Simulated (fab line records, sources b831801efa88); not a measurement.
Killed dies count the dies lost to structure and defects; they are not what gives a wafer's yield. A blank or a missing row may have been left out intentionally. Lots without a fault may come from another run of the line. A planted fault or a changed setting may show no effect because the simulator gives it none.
A single fault, viewed from 2 desks | flow sky130 | what lay behind the numbers comes last; until then each desk has only its own

== THE METROLOGY DESK ==
Means of the sampled wafers that have a number, per lot and without regard to the tool the lot ran on: this is what the gauges read. A lot is out of limits, marked OUT, if its mean lies more than 4 standard deviations from the usual mean; the brackets give that distance.
Columns: A = VT_ADJUST_NCORE_OVL at SKY_VT_ADJUST_NCORE_OVL_MEAS_08, usual -0.5 nm; B = SONOS_TUNNEL_OVL at SKY_SONOS_TUNNEL_OVL_MEAS_08, usual 0.0 nm
lot  | first seen here | A               | B
L237 | day 8 19:56     | 1.7             | -1.4
L238 | day 9 01:15     | 0.9             | 0.7
L239 | day 9 04:49     | 0.8             | -0.2
L242 | day 10 07:49    | 0.4             | 0.8
L243 | day 10 17:32    | -2.4            | 0.2
L244 | day 10 22:58    | -2.1            | 0.8
L245 | day 11 05:27    | 132.1 (+88) OUT | 1.1
L246 | day 11 08:14    | 131.4 (+88) OUT | -1.7
L248 | day 12 04:39    | 129.2 (+86) OUT | 1.0
L250 | day 12 18:19    | 0.2             | 2.0
L254 | day 13 22:48    | -0.3            | 0.2
Per this desk, out of limits: L245, L246, L248; the first was L245, day 11 05:27 (VT_ADJUST_NCORE_OVL at SKY_VT_ADJUST_NCORE_OVL_MEAS_08). L237, L238, L239, L242, L243, L244, L250, L254: within limits.

== THE TOOL OWNER'S DESK: iline stepper-02 ==
The tool's own readings at SKY_VT_ADJUST_NCORE_EXPOSE_04 (exposes mask LVTN COMPLEMENT THIN, target cd 380 nm): means of the sampled wafers that have a number, for each lot that ran on this tool. A lot is out of limits, marked OUT, if its mean lies more than 4 standard deviations from the usual mean; the brackets give that distance.
Columns: A = exposure dose mJ cm2 at SKY_VT_ADJUST_NCORE_EXPOSE_04, usual 138.98
lot  | first seen here | A
L237 | day 8 10:16     | 139.09
L238 | day 8 14:52     | 139.09
L239 | day 8 18:16     | 139.17
L244 | day 10 11:57    | 139.06
L245 | day 10 18:20    | 138.90
L246 | day 10 20:37    | 138.98
L248 | day 11 16:57    | 139.11
Finding of this desk: none of the 7 lots has anything out of limits.

== BROUGHT TOGETHER ==
Metrology desk: alarm possible at day 11 05:27 on L245, L246, L248.
The tool owner's desk saw nothing out of limits.
The tool owner's desk has L245, L246, L248 on record, within its limits.
All the named lots went through SKY_VT_ADJUST_NCORE_EXPOSE_04 on iline stepper-02.

== WHAT HAD BEEN PUT IN BY THE SIMULATOR ==
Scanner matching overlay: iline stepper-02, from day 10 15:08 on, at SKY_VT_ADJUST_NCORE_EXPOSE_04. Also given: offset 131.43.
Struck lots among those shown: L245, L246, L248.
Per desk, hours elapsed from the start of the fault to the first reading out of limits: for the metrology desk, 14.
